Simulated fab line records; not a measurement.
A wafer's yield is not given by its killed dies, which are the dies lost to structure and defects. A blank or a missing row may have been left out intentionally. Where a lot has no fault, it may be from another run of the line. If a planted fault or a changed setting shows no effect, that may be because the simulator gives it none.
fab line records	flow sky130
record lots=10	wafers=30	last_day=50
route steps=708 shown CONTACT@423 METAL1@446 PAD_OPEN@708
lots that met no fault: from a run of the same line without faults
start_h: hours from the record's first day to the start of the lot's first wafer shown	wait_h: hours elapsed since this lot's preceding step	" unchanged from the row above	L1.1+2: one row covering several wafers at once	- no value present, or no start provided	* or withheld: withheld	< > ~ a bound
route shown NAME@n: NAME is a module with steps in the file, n the number in the route of the first one	usual: the fault-free wafers' mean and standard deviation	same: alike in all rows	chamber/n: place in a boat	sites: readings site by site	_std_site: the values' standard deviation	_edge_site: mean of outer sites minus mean of inner sites	radius_mm: for every site, how far away it sits from the centre of the wafer	mask NAME#n: copy n	behind: the tool/chamber that last shaped the wafer	hold: reason for holding the lot/hours on hold/outcome of the hold	device: which transistor (n, p or np) failed to switch	end of line: at the end of the route, the tests of the same wafers	a step with no rows: only its recipe	killed: dies lost to structure and defects at the first sort, not the wafer's yield	map: a wafer's dies, marking killed ones x, the rest . and places with no die _
set.NAME: setting as actually run; set.NAME@STEP: the setting as run at that earlier step	model.NAME: the simulator's own value behind a step, which no gauge read
route steps across a sampled set of lots; one table per step, one row per wafer
services: a tool's chamber out of use, with start hour (start_h, from the record's first day; less than 0 if before it), hours out, and reason
## steps
# step SKY_CONTACT_ETCH_17
# recipe target=SiO2	chemistry=C4F8/O2/Ar	stop_on=Si3N4	mask_material=KrF-thick	source_w=1500	bias_w=1200	pressure_mtorr=40	c4f8_flow_sccm=withheld	O2_flow_sccm=6	Ar_flow_sccm=300	time_s=withheld	target_depth_a=3400
# usual bias_w=1200/3.5	oes_product_au=0.892/0.005
lot.wafer	tool	chamber	start_h	wait_h	bias_w	oes_product_au
L838.3	rie_diel-02	1	742.08	0.0	1203	0.897
L838.4	"	2	"	"	1202	0.892
L838.6	"	0	"	"	1200	0.893
L839.1	rie_diel-01	0	742.21	0.0	1209	0.895
L839.3	"	2	"	"	1197	0.889
L839.5	"	3	"	"	1202	0.901
L842.1	rie_diel-03	0	776.16	0.0	1196	0.887
L842.3	"	3	"	"	1200	0.894
L842.6	"	3	"	"	1200	0.884
L843.1	rie_diel-03	1	788.11	0.0	1201	0.894
L843.2	"	2	"	"	1200	0.895
L843.5	"	2	"	"	1205	0.891
L845.1	rie_diel-02	3	788.93	0.0	1197	0.901
L845.2	"	0	"	"	1199	0.890
L845.3	"	1	"	"	1197	0.889
L846.1	rie_diel-01	0	797.14	0.0	1198	0.893
L846.2	"	1	"	"	1196	0.882
L846.4	"	3	"	"	1202	0.900
L849.1	rie_diel-03	3	839.93	0.0	1205	0.890
L849.2	"	0	"	"	1203	0.899
L849.4	"	2	"	"	1201	0.892
L852.1	rie_diel-03	2	860.53	0.0	1200	0.902
L852.2	"	0	"	"	1206	0.890
L852.4	"	1	"	"	1193	0.886
L859.1	rie_diel-03	1	905.19	0.0	1202	0.899
L859.3	"	3	"	"	1201	0.886
L859.4	"	0	"	"	1205	0.886
L861.2	rie_diel-03	3	911.03	0.0	1201	0.893
L861.3	"	1	"	"	1207	0.886
L861.5	"	1	"	"	1201	0.895
# step SKY_CONTACT_RS_MEAS_25
# recipe thk_meas_gauge=four-point-probe	reads=W_of_CONTACT_CVD_24+TiN_of_CONTACT_SPUTTER_23
# usual CONTACT_W_RS=0.337/0.0047
lot.wafer	tool	chamber	start_h	wait_h	CONTACT_W_RS[ohm/sq]
L838.3	film_metro-02	-	743.10	0.1	0.341
L838.4	"	-	"	"	0.342
L838.6	"	-	"	"	0.338
L839.1	film_metro-01	-	743.16	0.1	0.345
L839.3	"	-	"	"	0.344
L839.5	"	-	"	"	0.337
L842.1	film_metro-02	-	777.20	0.2	0.334
L842.3	"	-	"	"	0.336
L842.6	"	-	"	"	0.334
L843.1	film_metro-03	-	788.96	0.1	0.335
L843.2	"	-	"	"	0.334
L843.5	"	-	"	"	0.337
L845.1	film_metro-01	-	789.79	0.1	0.341
L845.2	"	-	"	"	0.346
L845.3	"	-	"	"	0.336
L846.1	film_metro-03	-	797.99	0.1	0.334
L846.2	"	-	"	"	0.345
L846.4	"	-	"	"	0.346
L849.1	film_metro-01	-	840.79	0.1	0.337
L849.2	"	-	"	"	0.338
L849.4	"	-	"	"	0.337
L852.1	film_metro-02	-	861.42	0.1	0.334
L852.2	"	-	"	"	0.342
L852.4	"	-	"	"	0.336
L859.1	film_metro-01	-	906.07	0.1	0.331
L859.3	"	-	"	"	0.340
L859.4	"	-	"	"	0.330
L861.2	film_metro-01	-	911.91	0.1	0.349
L861.3	"	-	"	"	0.342
L861.5	"	-	"	"	0.347
# step SKY_METAL1_EXPOSE_12
# recipe mask_id=MM1	na=0.8	source_shape=annular	sigma_inner=0.55	sigma_outer=0.85	target_cd_nm=140	dose_mj=28
# usual exposure_dose_mJ_cm2=27.983/0.025	focus_offset_nm=-0.1/0.56	reticle_temp_C=22.99/0.096	stage_vel_mm_s=499.99/0.25
lot.wafer	tool	chamber	start_h	wait_h	mask	exposure_dose_mJ_cm2	focus_offset_nm	reticle_temp_C	stage_vel_mm_s
L838.3	krf_scanner-01	0	757.57	-	MM1#0	27.975	0.5	22.87	499.86
L838.4	"	0	"	"	MM1#0	27.981	0.4	23.12	499.80
L838.6	"	0	"	"	MM1#0	27.966	0.7	22.95	500.22
L839.1	krf_scanner-02	0	757.77	-	MM1#0	27.988	-0.8	23.22	499.97
L839.3	"	0	"	"	MM1#0	27.992	-0.5	23.09	500.43
L839.5	"	0	"	"	MM1#0	27.976	-1.0	23.05	499.73
L842.1	krf_scanner-02	0	791.96	-	MM1#0	27.996	0.7	22.98	499.88
L842.3	"	0	"	"	MM1#0	27.996	-0.1	22.89	500.06
L842.6	"	0	"	"	MM1#0	28.026	-0.5	22.92	500.46
L843.1	krf_scanner-01	0	802.80	-	MM1#0	27.943	0.0	23.04	500.17
L843.2	"	0	"	"	MM1#0	27.956	0.1	22.85	499.75
L843.5	"	0	"	"	MM1#0	28.008	0.5	23.09	499.78
L845.1	krf_scanner-02	0	803.28	-	MM1#0	27.994	-0.4	22.94	499.80
L845.2	"	0	"	"	MM1#0	28.032	-0.6	22.86	499.82
L845.3	"	0	"	"	MM1#0	27.967	0.0	22.83	500.09
L846.1	krf_scanner-01	0	812.09	-	MM1#0	27.976	0.2	23.16	499.76
L846.2	"	0	"	"	MM1#0	28.018	0.3	22.90	500.01
L846.4	"	0	"	"	MM1#0	27.977	0.6	23.03	500.14
L849.1	krf_scanner-01	0	853.29	-	MM1#0	27.953	-0.7	22.97	499.51
L849.2	"	0	"	"	MM1#0	27.966	0.1	22.95	499.99
L849.4	"	0	"	"	MM1#0	27.974	0.0	22.92	499.86
L852.1	krf_scanner-01	0	873.58	-	MM1#0	28.018	1.2	22.95	500.11
L852.2	"	0	"	"	MM1#0	27.958	0.2	22.94	500.26
L852.4	"	0	"	"	MM1#0	27.990	1.6	22.89	500.08
L859.1	krf_scanner-02	0	919.10	-	MM1#0	25.276	-1.1	22.85	500.31
L859.3	"	0	"	"	MM1#0	25.329	-0.4	22.96	500.08
L859.4	"	0	"	"	MM1#0	25.302	-1.6	22.93	499.67
L861.2	krf_scanner-02	0	923.18	-	MM1#0	25.273	-0.9	22.83	500.33
L861.3	"	0	"	"	MM1#0	25.299	0.2	23.04	500.33
L861.5	"	0	"	"	MM1#0	25.304	-0.2	22.94	500.44
# step SKY_METAL1_CD_MEAS_15
# recipe target_cd_nm=140
# usual cd_nm=140.5/2.1
lot.wafer	tool	chamber	start_h	wait_h	hold	cd_nm
L838.3	cd_sem-01	-	770.65	-	-	141.2
L838.4	"	-	"	"	-	139.6
L838.6	"	-	"	"	-	140.6
L839.1	cd_sem-02	-	770.87	-	-	144.7
L839.3	"	-	"	"	-	145.1
L839.5	"	-	"	"	-	144.2
L842.1	cd_sem-01	-	804.69	-	-	142.7
L842.3	"	-	"	"	-	139.2
L842.6	"	-	"	"	-	141.1
L843.1	cd_sem-01	-	834.58	-	-	136.2
L843.2	"	-	"	"	-	138.0
L843.5	"	-	"	"	-	139.1
L845.1	cd_sem-01	-	834.82	-	-	140.0
L845.2	"	-	"	"	-	140.6
L845.3	"	-	"	"	-	140.9
L846.1	cd_sem-01	-	837.22	-	-	143.5
L846.2	"	-	"	"	-	142.6
L846.4	"	-	"	"	-	141.7
L849.1	cd_sem-01	-	865.58	-	-	144.5
L849.2	"	-	"	"	-	143.2
L849.4	"	-	"	"	-	144.9
L852.1	cd_sem-02	-	886.84	-	-	138.6
L852.2	"	-	"	"	-	138.2
L852.4	"	-	"	"	-	138.0
L859.1	cd_sem-02	-	931.41	-	await_dispo/0.2h/release	159.0
L859.3	"	-	"	"	await_dispo/0.2h/release	158.8
L859.4	"	-	"	"	await_dispo/0.2h/release	158.3
L859.1	cd_sem-02	-	931.70	0.3	-	158.7
L859.3	"	-	"	"	-	158.7
L859.4	"	-	"	"	-	158.6
L861.2	cd_sem-02	-	937.20	-	await_dispo/0.2h/release	159.3
L861.3	"	-	"	"	await_dispo/0.2h/release	160.3
L861.5	"	-	"	"	await_dispo/0.2h/release	159.7
L861.2	cd_sem-02	-	937.48	0.3	-	159.0
L861.3	"	-	"	"	-	160.1
L861.5	"	-	"	"	-	159.9
# step SKY_METAL1_ETCH_18
# recipe chemistry=N2/H2	target=BARC	ion_energy_ev=200	bias_w=100	pressure_mtorr=30	n2_flow_sccm=100	h2_flow_sccm=200	icp_w=500	stop_on=SiO2	time_s=45.9	target_depth_a=600
# usual bias_w=99.91/0.28	drypump_motor_current_A=5.6/0.44	oes_product_au=0.854/0.005	throttle_valve_pct=13.224/0.0093
lot.wafer	tool	chamber	start_h	wait_h	bias_w	drypump_motor_current_A	oes_product_au	rf_hours_counter_h	throttle_valve_pct
L838.3	rie_metal-02	1	770.82	0.0	99.40	5.3	0.844	-	13.227
L838.4	"	0	"	"	99.71	5.1	0.848	-	13.201
L838.6	"	1	"	"	100.02	5.3	0.855	-	13.215
L839.1	rie_metal-01	1	771.07	0.0	99.24	5.4	0.851	13	13.235
L839.3	"	0	"	"	99.69	6.0	0.853	-	13.220
L839.5	"	1	"	"	99.44	5.4	0.856	-	13.245
L842.1	rie_metal-03	1	804.88	0.0	99.88	5.7	0.851	3	13.221
L842.3	"	1	"	"	99.83	5.8	0.858	-	13.225
L842.6	"	1	"	"	99.81	5.8	0.860	-	13.242
L843.1	rie_metal-02	0	834.80	0.1	100.13	5.2	0.851	2	13.215
L843.2	"	0	"	"	99.96	5.2	0.850	-	13.230
L843.5	"	0	"	"	99.99	5.2	0.851	-	13.234
L845.1	rie_metal-01	0	835.04	0.1	99.50	6.0	0.847	14	13.233
L845.2	"	0	"	"	99.83	6.0	0.863	-	13.215
L845.3	"	0	"	"	99.98	6.0	0.849	-	13.229
L846.1	rie_metal-01	0	837.44	0.1	99.76	6.0	0.854	15	13.234
L846.2	"	0	"	"	100.04	6.0	0.855	-	13.222
L846.4	"	0	"	"	99.89	6.0	0.856	-	13.220
L849.1	rie_metal-02	1	865.77	0.0	99.24	5.3	0.851	0	13.229
L849.2	"	0	"	"	99.66	5.2	0.856	4	13.217
L849.4	"	0	"	"	99.75	5.1	0.855	-	13.237
L852.1	rie_metal-01	1	887.03	0.0	99.80	5.4	0.851	2	13.219
L852.2	"	0	"	"	99.75	6.0	0.859	16	13.224
L852.4	"	0	"	"	100.42	6.0	0.852	-	13.223
L859.1	rie_metal-03	0	936.13	0.0	100.49	6.4	0.848	8	13.224
L859.3	"	1	"	"	100.13	5.8	0.847	-	13.224
L859.4	"	0	"	"	100.05	6.4	0.855	-	13.225
L861.2	rie_metal-02	1	941.38	0.0	100.27	5.3	0.857	4	13.204
L861.3	"	1	"	"	99.81	5.3	0.854	-	13.221
L861.5	"	0	"	"	99.92	5.2	0.861	-	13.224
# step SKY_PAD_OPEN_PROBE_99
# usual defect_limited_yield=82.8/1.8	killed_at_M0_to_M3=42/5.8	killed_at_M4_up=3.0/2	killed_at_contacts=24/5.5	killed_at_front_end=15/3.9	killed_at_other=0.3/0.54	killed_dies=85/8.8	killed_on_rim=16/3.7	killed_open=47/6.8	killed_short=38/5.9	sort_bin_3_pad_short=0.9/0.41	sort_bin_5_function=10.1/1.4	sort_bin_6_memory=6.2/1.2	sort_n_pass=407/8.8	sort_yield_pct=82.8/1.8
# same gross_dies=492	killed_at_back_side=0	sort_bin_4_leakage[%]=0	sort_bin_8_speed[%]=0
lot.wafer	tool	chamber	start_h	wait_h	hold	defect_limited_yield[%]	killed_at_M0_to_M3	killed_at_M4_up	killed_at_contacts	killed_at_front_end	killed_at_other	killed_dies	killed_on_rim	killed_open	killed_short	sort_bin_3_pad_short[%]	sort_bin_5_function[%]	sort_bin_6_memory[%]	sort_n_pass	sort_yield_pct[%]
L838.3	prober-01	-	1087.36	0.2	-	86.6	35	1	20	10	0	66	14	43	23	0.2	7.9	5.3	426	86.6
L838.4	prober-01	-	1087.41	0.2	-	81.1	47	8	20	18	0	93	16	46	47	1.4	12.4	5.1	399	81.1
L838.6	prober-01	-	1087.51	0.2	-	79.1	49	5	27	20	2	103	19	46	55	0.8	13.8	6.3	389	79.1
L839.1	prober-02	-	1088.62	0.1	-	82.1	46	4	15	22	1	88	15	54	34	0.8	9.6	7.5	404	82.1
L839.3	prober-02	-	1088.72	0.2	-	80.5	52	1	26	17	0	96	19	52	44	0.8	10.0	8.7	396	80.5
L839.5	prober-02	-	1088.82	0.2	-	81.7	48	1	24	17	0	90	28	53	37	1.2	11.0	6.1	402	81.7
L842.1	prober-01	-	1113.59	0.1	-	83.5	48	5	14	14	0	81	16	40	41	0.8	9.8	5.9	411	83.5
L842.3	prober-01	-	1113.69	0.2	-	83.3	43	4	21	14	0	82	16	38	44	1.0	9.8	5.9	410	83.3
L842.6	prober-01	-	1113.84	0.2	-	84.1	40	1	23	14	0	78	19	46	32	0.8	10.2	4.9	414	84.1
L843.1	prober-02	-	1120.33	0.1	-	82.5	42	2	26	16	0	86	14	41	45	2.0	10.2	5.3	406	82.5
L843.2	prober-02	-	1120.38	0.1	-	84.3	36	2	24	15	0	77	14	46	31	0.8	8.9	5.9	415	84.3
L843.5	prober-02	-	1120.53	0.2	-	84.1	43	3	18	13	1	78	11	38	39	0.4	9.1	6.3	414	84.1
L845.1	prober-02	-	1125.42	0.1	-	80.9	44	7	28	14	1	94	15	57	36	1.2	12.0	5.9	398	80.9
L845.2	prober-02	-	1125.47	0.1	-	84.8	40	0	14	20	1	75	16	43	32	1.0	8.7	5.5	417	84.8
L845.3	prober-02	-	1125.52	0.2	-	80.7	44	1	34	15	1	95	16	53	41	0.2	11.0	8.1	397	80.7
L846.1	prober-01	-	1130.02	0.1	-	83.9	44	3	20	12	0	79	12	39	40	0.6	8.5	6.9	413	83.9
L846.2	prober-01	-	1130.07	0.1	-	82.9	49	3	19	13	0	84	19	48	36	1.0	9.1	6.9	408	82.9
L846.4	prober-01	-	1130.17	0.2	-	82.1	50	0	25	13	0	88	22	47	41	1.0	10.0	6.9	404	82.1
L849.1	prober-01	-	1155.17	0.1	-	78.7	47	5	27	25	1	105	18	55	49	0.4	11.8	9.1	387	78.7
L849.2	prober-01	-	1155.22	0.1	-	83.9	43	2	20	13	1	79	9	40	39	0.4	10.6	5.1	413	83.9
L849.4	prober-01	-	1155.32	0.2	-	82.5	39	3	24	20	0	86	15	47	39	1.6	9.3	6.5	406	82.5
L852.1	prober-01	-	1168.84	0.1	-	83.3	40	2	22	18	0	82	19	38	43	0	12.0	4.7	410	83.3
L852.2	prober-01	-	1168.89	0.1	-	84.1	31	1	30	15	1	78	12	44	34	0.6	11.4	3.9	414	84.1
L852.4	prober-01	-	1168.99	0.2	-	81.5	33	6	27	25	0	91	21	46	44	0.8	10.0	7.7	401	81.5
L859.1	prober-02	-	1197.01	0.1	await_dispo/7.1h/release	75.6	72	0	33	15	0	120	37	62	26	6.9	8.1	9.3	372	75.6
L859.3	prober-02	-	1197.11	0.2	await_dispo/7.1h/release	80.9	42	4	36	10	2	94	19	50	35	2.0	11.2	5.9	398	80.9
L859.4	prober-02	-	1197.16	0.2	await_dispo/7.1h/release	72.8	91	4	24	15	0	134	41	48	36	11.0	11.0	5.3	358	72.8
L861.2	prober-01	-	1201.48	0.1	await_dispo/6.2h/scrap	58.1	162	3	20	20	1	206	64	48	41	25.0	9.6	7.3	286	58.1
L861.3	prober-01	-	1201.53	0.2	await_dispo/6.2h/scrap	61.2	142	1	28	20	0	191	69	51	34	22.0	9.8	7.1	301	61.2
L861.5	prober-01	-	1201.63	0.2	await_dispo/6.2h/scrap	74.4	86	1	20	19	0	126	38	44	41	9.8	8.5	7.3	366	74.4
# killed by level:class
L838.3 VIA1:geometric_particle:open=15 VIA2:geometric_particle:open=5 VIA3:geometric_particle:open=5 LI_CONTACT:geometric_particle:open=4 CONTACT:geometric_particle:short=4 CONTACT:geometric_particle:open=4 SPACER:geometric_particle:open=3 LI_CONTACT:geometric_particle:short=3
L838.4 VIA1:geometric_particle:open=13 VIA3:geometric_particle:open=8 METAL4:geometric_particle:short=7 CONTACT:geometric_particle:short=6 METAL1:geometric_particle:short=6 CONTACT:geometric_particle:open=5 POLY_GATE:geometric_particle:open=4 POLY_GATE:geometric_particle:short=4
L838.6 VIA1:geometric_particle:open=14 FIELD_ISO:geometric_particle:short=8 VIA3:geometric_particle:open=7 LI_CONTACT:geometric_particle:open=7 LOCAL_INTERCONNECT:geometric_particle:short=7 VIA1:geometric_particle:short=7 FIELD_ISO:geometric_particle:open=6 METAL2:geometric_particle:short=6
L839.1 VIA1:geometric_particle:open=13 VIA3:geometric_particle:open=10 POLY_GATE:geometric_particle:open=8 VIA2:geometric_particle:open=7 CONTACT:geometric_particle:open=6 METAL2:geometric_particle:short=5 FIELD_ISO:geometric_particle:short=4 FIELD_ISO:geometric_particle:open=4
L839.3 VIA1:geometric_particle:open=12 VIA1:geometric_particle:short=12 CONTACT:geometric_particle:open=10 LI_CONTACT:geometric_particle:open=9 METAL1:geometric_particle:short=9 VIA2:geometric_particle:open=7 POLY_GATE:geometric_particle:open=6 POLY_GATE:geometric_particle:short=6
L839.5 VIA1:geometric_particle:open=12 VIA3:geometric_particle:open=8 CONTACT:geometric_particle:open=7 VIA2:geometric_particle:open=7 POLY_GATE:geometric_particle:short=6 POLY_GATE:geometric_particle:open=5 LI_CONTACT:geometric_particle:open=5 CONTACT:geometric_particle:short=5
L842.1 VIA1:geometric_particle:open=12 METAL2:geometric_particle:short=10 POLY_GATE:geometric_particle:short=6 CONTACT:geometric_particle:open=6 METAL1:geometric_particle:short=5 VIA2:geometric_particle:open=4 VIA1:geometric_particle:short=4 VIA3:geometric_particle:open=4
L842.3 VIA1:geometric_particle:short=11 CONTACT:geometric_particle:open=10 LI_CONTACT:geometric_particle:open=6 VIA2:geometric_particle:open=6 FIELD_ISO:geometric_particle:short=5 METAL2:geometric_particle:short=5 POLY_GATE:geometric_particle:short=4 METAL1:geometric_particle:short=4
L842.6 CONTACT:geometric_particle:open=12 VIA2:geometric_particle:open=8 VIA1:geometric_particle:short=6 VIA3:geometric_particle:open=6 METAL1:geometric_particle:short=5 SPACER:geometric_particle:open=4 POLY_GATE:geometric_particle:open=4 LOCAL_INTERCONNECT:geometric_particle:short=4
L843.1 CONTACT:geometric_particle:open=13 VIA2:geometric_particle:open=7 METAL2:geometric_particle:short=6 VIA3:geometric_particle:open=6 FIELD_ISO:geometric_particle:short=5 POLY_GATE:geometric_particle:short=5 CONTACT:geometric_particle:short=5 VIA2:geometric_particle:short=5
L843.2 CONTACT:geometric_particle:open=9 VIA2:geometric_particle:open=7 METAL2:geometric_particle:short=6 LI_CONTACT:geometric_particle:open=6 VIA1:geometric_particle:open=6 METAL3:geometric_particle:short=5 VIA3:geometric_particle:open=5 LI_CONTACT:geometric_particle:short=4
L843.5 CONTACT:geometric_particle:open=10 VIA1:geometric_particle:open=9 METAL2:geometric_particle:short=7 VIA2:geometric_particle:short=6 VIA3:geometric_particle:open=5 FIELD_ISO:geometric_particle:short=4 METAL1:geometric_particle:short=4 VIA1:geometric_particle:short=4
L845.1 LI_CONTACT:geometric_particle:open=14 VIA1:geometric_particle:open=10 CONTACT:geometric_particle:open=7 VIA2:geometric_particle:open=7 METAL2:geometric_particle:short=5 VIA2:geometric_particle:short=5 VIA3:geometric_particle:open=5 METAL4:geometric_particle:short=4
L845.2 VIA3:geometric_particle:open=9 VIA1:geometric_particle:open=7 FIELD_ISO:geometric_particle:short=6 POLY_GATE:geometric_particle:open=5 VIA3:geometric_particle:short=5 FIELD_ISO:geometric_particle:open=4 LI_CONTACT:geometric_particle:open=4 CONTACT:geometric_particle:open=4
L845.3 LI_CONTACT:geometric_particle:open=12 VIA1:geometric_particle:open=11 CONTACT:geometric_particle:open=10 VIA2:geometric_particle:open=7 VIA1:geometric_particle:short=6 METAL1:geometric_particle:short=5 LI_CONTACT:geometric_particle:short=5 CONTACT:geometric_particle:short=4
L846.1 CONTACT:geometric_particle:open=11 VIA2:geometric_particle:open=8 VIA1:geometric_particle:open=7 VIA1:geometric_particle:short=6 METAL1:geometric_particle:short=5 METAL3:geometric_particle:short=5 POLY_GATE:geometric_particle:short=4 VIA3:geometric_particle:open=4
L846.2 VIA1:geometric_particle:open=12 METAL2:geometric_particle:short=8 VIA2:geometric_particle:open=7 VIA3:geometric_particle:open=7 LI_CONTACT:geometric_particle:short=5 CONTACT:geometric_particle:open=5 LI_CONTACT:geometric_particle:open=5 POLY_GATE:geometric_particle:open=4
L846.4 VIA2:geometric_particle:open=9 CONTACT:geometric_particle:open=8 VIA1:geometric_particle:open=8 LI_CONTACT:geometric_particle:open=7 VIA1:geometric_particle:short=7 METAL1:geometric_particle:short=6 METAL2:geometric_particle:short=6 FIELD_ISO:geometric_particle:open=4
L849.1 FIELD_ISO:geometric_particle:open=9 VIA2:geometric_particle:open=9 LI_CONTACT:geometric_particle:open=8 FIELD_ISO:geometric_particle:short=7 CONTACT:geometric_particle:open=7 VIA1:geometric_particle:open=7 VIA3:geometric_particle:open=7 LOCAL_INTERCONNECT:geometric_particle:short=6
L849.2 CONTACT:geometric_particle:open=11 METAL1:geometric_particle:short=10 VIA1:geometric_particle:open=10 VIA2:geometric_particle:open=6 VIA3:geometric_particle:open=5 CONTACT:geometric_particle:short=5 FIELD_ISO:geometric_particle:short=4 FIELD_ISO:geometric_particle:open=3
L849.4 VIA1:geometric_particle:open=10 CONTACT:geometric_particle:open=9 VIA3:geometric_particle:open=8 FIELD_ISO:geometric_particle:short=5 FIELD_ISO:geometric_particle:open=5 VIA2:geometric_particle:open=5 LI_CONTACT:geometric_particle:open=4 LOCAL_INTERCONNECT:geometric_particle:short=4
L852.1 VIA1:geometric_particle:open=9 VIA1:geometric_particle:short=7 LI_CONTACT:geometric_particle:short=6 VIA2:geometric_particle:open=6 POLY_GATE:geometric_particle:short=5 LOCAL_INTERCONNECT:geometric_particle:short=5 POLY_GATE:geometric_particle:open=4 LI_CONTACT:geometric_particle:open=4
L852.2 CONTACT:geometric_particle:open=9 LI_CONTACT:geometric_particle:open=7 FIELD_ISO:geometric_particle:open=5 VIA1:geometric_particle:short=5 VIA1:geometric_particle:open=5 LOCAL_INTERCONNECT:geometric_particle:short=5 POLY_GATE:geometric_particle:short=4 CONTACT:geometric_particle:short=4
L852.4 CONTACT:geometric_particle:open=11 VIA3:geometric_particle:open=11 POLY_GATE:geometric_particle:short=10 METAL1:geometric_particle:short=6 POLY_GATE:geometric_particle:open=5 METAL4:geometric_particle:short=5 LI_CONTACT:geometric_particle:open=4 LI_CONTACT:geometric_particle:short=4
L859.1 METAL1:area_expose=32 CONTACT:geometric_particle:open=13 LI_CONTACT:geometric_particle:open=11 VIA3:geometric_particle:open=10 VIA2:geometric_particle:open=7 LOCAL_INTERCONNECT:geometric_particle:short=6 FIELD_ISO:geometric_particle:short=4 VIA1:geometric_particle:short=4
L859.3 LI_CONTACT:geometric_particle:open=13 CONTACT:geometric_particle:open=11 METAL1:area_expose=8 VIA1:geometric_particle:open=7 VIA3:geometric_particle:open=7 POLY_GATE:geometric_particle:short=5 LOCAL_INTERCONNECT:geometric_particle:short=5 CONTACT:geometric_particle:short=5
L859.4 METAL1:area_expose=49 VIA1:geometric_particle:open=11 LI_CONTACT:geometric_particle:open=8 METAL1:geometric_particle:short=8 CONTACT:geometric_particle:open=6 VIA1:geometric_particle:short=6 VIA2:geometric_particle:open=6 FIELD_ISO:geometric_particle:open=5
L861.2 METAL1:area_expose=116 CONTACT:geometric_particle:open=10 VIA1:geometric_particle:open=9 METAL2:geometric_particle:short=9 POLY_GATE:geometric_particle:short=7 LI_CONTACT:geometric_particle:open=7 VIA3:geometric_particle:open=6 FIELD_ISO:geometric_particle:open=5
L861.3 METAL1:area_expose=105 LI_CONTACT:geometric_particle:open=9 VIA1:geometric_particle:open=9 CONTACT:geometric_particle:open=8 CONTACT:geometric_particle:short=7 FIELD_ISO:geometric_particle:open=6 POLY_GATE:geometric_particle:open=6 METAL1:geometric_particle:short=4
L861.5 METAL1:area_expose=40 VIA1:geometric_particle:open=13 METAL2:geometric_particle:short=6 FIELD_ISO:geometric_particle:short=6 LI_CONTACT:geometric_particle:open=6 VIA2:geometric_particle:open=6 VIA2:geometric_particle:short=6 CONTACT:geometric_particle:open=5
## services
tool	chamber	start_h	hours	kind
rie_diel-03	2	732.27	5.9	repair
krf_scanner-02	-	744.59	1.3	pm
rie_diel-02	0	747.47	3.9	repair
krf_scanner-02	-	747.87	0.8	pm
krf_scanner-01	-	751.68	1.3	pm
krf_scanner-01	-	792.83	0.6	repair
krf_scanner-01	-	794.42	1.0	pm
krf_scanner-02	-	798.82	1.0	pm
krf_scanner-01	-	805.15	3.6	pm
krf_scanner-01	-	812.66	1.3	repair
rie_diel-03	3	820.35	5.8	repair
rie_diel-03	0	825.54	1.5	repair
krf_scanner-01	-	825.66	0.8	pm
rie_diel-02	3	829.82	18.3	repair
krf_scanner-02	-	838.56	4.4	pm
rie_metal-01	-	839.89	2.8	pm
rie_metal-01	0	845.45	16.1	repair
krf_scanner-02	-	845.76	0.8	pm
rie_diel-03	-	849.75	0.2	repair
rie_diel-03	-	870.70	8.8	repair
krf_scanner-02	-	908.39	0.7	repair
krf_scanner-02	-	916.67	0.8	pm
krf_scanner-02	-	920.49	1.3	pm
krf_scanner-01	-	927.58	1.3	pm
## key
first_sign step=SKY_METAL1_EXPOSE_12	reading=exposure_dose_mJ_cm2	direction=down	sigmas=99+	usual=*	struck=*
effect step=SKY_METAL1_CD_MEAS_15	reading=visit	direction=added	through=control_loop
effect step=SKY_METAL1_CD_MEAS_15	reading=cd_nm	direction=up	sigmas=9	usual=140.5	struck=159.2	through=control_loop
effect step=SKY_PAD_OPEN_PROBE_99	reading=sort_bin_3_pad_short	direction=up	sigmas=29	usual=0.9	struck=12.8
more_kills_born_at SKY_METAL1_EXPOSE_12@krf_scanner-02=350
met_at SKY_METAL1_EXPOSE_12
struck_lots L859,L861
loop_trim step=SKY_METAL1_EXPOSE_12	setting=dose	lots=L859,L861
not_acting_at SKY_CONTACT_ETCH_17,SKY_CONTACT_RS_MEAS_25,SKY_METAL1_ETCH_18
onset_between 803.28 919.10
fault kind=process_parameter_drift	tool=krf_scanner-02	chamber=-	onset_h=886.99	steps=SKY_METAL1_EXPOSE_12	channel=dose_mj	offset=-3.4208	shape=step	acts_in=these_recipes_only	stated=28
# loop_trim: a control loop set the setting to another value than it would have without faults
